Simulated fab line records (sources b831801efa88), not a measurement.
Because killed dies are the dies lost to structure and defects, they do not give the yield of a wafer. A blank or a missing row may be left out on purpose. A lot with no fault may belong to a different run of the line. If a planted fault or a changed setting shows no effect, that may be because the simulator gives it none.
A struck lot beside a sound one | flow gf180mcu | 17 out of 602 route steps
Sound: the wafers L707.3, L707.4, L707.6. The struck wafers were L722.2, L722.3, L722.4. The cause is named last.
Per side, at each step with rows, come the tool, then ch with its chambers, and then its first start. Under that, the readings that differ: sound wafers | struck wafers | difference of the means | sigmas: that difference in standard deviations of wafers without a fault.
alike: same words and numbers on both sides, and readings whose means sit less than 2 such deviations apart. not compared: any withheld reading, any reading some wafer has no value for, any bound like >300 that may hide the same value, and any number with overlapping values for which the record gives no deviation.
A row with sigmas, a row that says differs or no value, or rows on one side alone: a step with any of these is where the two part. When numbers do not overlap yet have no deviation, they are printed without sigmas and do not part them. A reading that every wafer of one side lacks parts them only if that side has two wafers or more.

GF_STI_CMP_25: polishes, stops on Si3N4, t overpolish 33 s, target thk 524.6 nm.
  sound on cmp-02 ch 0,2, day 3 21:21; struck on cmp-01 ch 0,2,3, day 7 01:43
  alike: motorCurrentA, overpolishRunS, timeToEndpointS
then, 4 steps without rows for these wafers: GF_STI_WET_ETCH_26 (etches SiO2 in dHF, target depth 94 nm, time 188 s); GF_STI_WET_ETCH_27 (etches Si3N4 in H3PO4, target depth 160 nm, time 1825 s); GF_STI_WET_ETCH_28 (etches SiO2 in dHF, target depth 20 nm, time 40 s); GF_STI_OXIDATION_29 (stabilise 600 s, purge 300 s, target thk 10 nm).
GF_STI_THK_MEAS_30:
  sound on filmMetro-04, day 3 23:40; struck on filmMetro-04, day 7 04:03
  alike: STI_OXIDATION_02_THK
then, 6 steps without rows for these wafers: GF_DNWELL_DEHYDRATE_00 (time 60 s); GF_DNWELL_HMDS_01 (prime time 60 s); GF_DNWELL_COAT_02 (resist thk 3000 nm); GF_DNWELL_SOFTBAKE_03; GF_DNWELL_EXPOSE_04 (exposes mask DNWELL, target cd 1700 nm); GF_DNWELL_PEB_05.
GF_DNWELL_DEVELOP_06: develop time 60 s.
  sound on lithoTrack-02 ch 0, day 4 13:00; struck on lithoTrack-03, day 7 19:00
  no value came back on the struck wafers for chillPlateTempC (C), developTimeS (s); on the sound wafers chillPlateTempC (C) reads 22.98 22.96 23.08
following that, these wafers have no rows for 1 step: GF_DNWELL_IMPLANT_07.
GF_DNWELL_STRIP_08: strips in O2/N2.
  sound on plasmaAsher-04 ch 0,1, day 4 13:23; struck on plasmaAsher-03 ch 0,1, day 7 19:43
  alike: drypumpMotorCurrentA, heaterPowerW, n2FlowSccm, oesProductAu, stripTimeToEndpointS
  not compared: rfHoursCounterH
GF_DNWELL_TW_MEAS_09:
  sound on filmMetro-02, day 4 13:28; struck on filmMetro-02, day 7 19:49
reading   | sound          | struck   | difference | sigmas
DNWELL_TW | 1349 1353 1353 | 31 31 31 | -1321      | -99 or more
then, 1 step without rows for these wafers: GF_NWELL_DEHYDRATE_00 (time 60 s).

== WHERE THEY PART ==
Earliest at GF_DNWELL_DEVELOP_06; latest, in this record, at GF_DNWELL_TW_MEAS_09.

WHY: what had been put in by the simulator
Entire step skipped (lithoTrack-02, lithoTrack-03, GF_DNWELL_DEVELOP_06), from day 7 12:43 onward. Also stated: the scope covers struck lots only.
